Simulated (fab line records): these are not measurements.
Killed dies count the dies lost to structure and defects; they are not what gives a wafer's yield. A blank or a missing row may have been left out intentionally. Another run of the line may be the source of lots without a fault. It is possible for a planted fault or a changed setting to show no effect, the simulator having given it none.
Comparing a struck lot with a sound one || flow sky130 || 14 steps out of a route of 708
Sound: the wafers L648.2, L648.3, L648.5. Struck: wafers L656.1, L656.3, L656.6. The cause is given at the end.
Each step with rows lists, per side, the tool, then ch with its chambers, then its first start. Under that, the readings that differ: sound wafers || struck wafers || difference of the means || sigmas: that difference in standard deviations of wafers without a fault.
alike: readings with means less than 2 such deviations apart, plus words and numbers identical on both sides. not compared: withheld readings, readings lacking a value on some wafer, bounds such as >300 that could conceal the same value, and numbers that have no deviation in the record and whose values overlap.
A row with sigmas, a row that says differs or no value, or rows on one side alone: a step with any of these is where the two part. Numbers that don't overlap but have no deviation are shown without sigmas and don't part them. Lack of a reading on every wafer of one side parts them only where that side has two or more wafers.

SKY_VIA2_CMP_02: polishes SiO2.
  sound on cmp-02 ch 1,3, day 36 01:37; struck on cmp-01 ch 2,3, day 39 05:59
  alike: edge-zone-pressure-frac, motor-current-A, platen-rpm, slurry-filter-dp-kPa
SKY_VIA2_BOW_MEAS_03:
  sound on film-metro-03, day 36 01:53; struck on film-metro-03, day 39 06:17
  alike: VIA2_BOW
then, 8 steps without rows for these wafers: SKY_VIA2_DEHYDRATE_04 (time 60 s); SKY_VIA2_HMDS_05 (prime time 60 s); SKY_VIA2_COAT_06 (resist thk 60 nm); SKY_VIA2_COAT_07 (resist thk 450 nm); SKY_VIA2_SOFTBAKE_08 (time 90 s); SKY_VIA2_EXPOSE_09 (exposes mask VIM2, target cd 200 nm); SKY_VIA2_PEB_10; SKY_VIA2_DEVELOP_11 (develop time 60 s).
SKY_VIA2_CD_MEAS_12 targets a cd of 200 nm.
  sound on cd-sem-01, day 37 04:17; struck on cd-sem-01, day 40 06:52
  alike: cd-nm
SKY_VIA2_OVL_MEAS_13:
  sound on overlay-02, day 37 04:23; struck on overlay-02, day 40 06:59
  alike: VIA2_OVL
SKY_VIA2_ETCH_14: etches BARC in N2/H2, stops on SiO2, time 45.9 s, target depth 60 nm.
  sound on rie-diel-03 ch 0,3, day 37 04:25; struck on rie-diel-02 ch 1,2,3, day 40 07:01
{"reading": "oes-product-au (a.u.)", "sound": "0.857 0.856 0.848", "struck": "0.932 0.946 0.938", "difference": "+0.085", "sigmas": "+18"}
{"reading": "run-length-s (s)", "sound": "73.6 74.5 73.9", "struck": "68.8 69.3 68.5", "difference": -5.1, "sigmas": -11}
{"reading": "model.KrF-thick_of_VIA2_COAT_07.thk-nm (nm)", "sound": "394.6 394.4 394.6", "struck": "397 397.4 395.6", "difference": "+2", "sigmas": ""}
  alike: chamber-pressure-mTorr, drypump-motor-current-A, throttle-valve-pct
  not compared: rf-hours-counter-h
SKY_VIA2_ETCH_15: etches SiO2 in C4F8/O2/Ar, stops on TiN, target depth 546 nm, time 84 s.
  sound on rie-diel-03 ch 0,3, day 37 04:28; struck on rie-diel-02 ch 1,2,3, day 40 07:04
  alike: chamber-pressure-mTorr, oes-product-au, run-length-s
  not compared: rf-hours-counter-h

== WHERE THEY PART ==
At SKY_VIA2_ETCH_14 and nowhere else, as far as this record goes. Later steps at which nothing parts them and some readings are alike: SKY_VIA2_ETCH_15.

WHY: whatever the simulator had introduced
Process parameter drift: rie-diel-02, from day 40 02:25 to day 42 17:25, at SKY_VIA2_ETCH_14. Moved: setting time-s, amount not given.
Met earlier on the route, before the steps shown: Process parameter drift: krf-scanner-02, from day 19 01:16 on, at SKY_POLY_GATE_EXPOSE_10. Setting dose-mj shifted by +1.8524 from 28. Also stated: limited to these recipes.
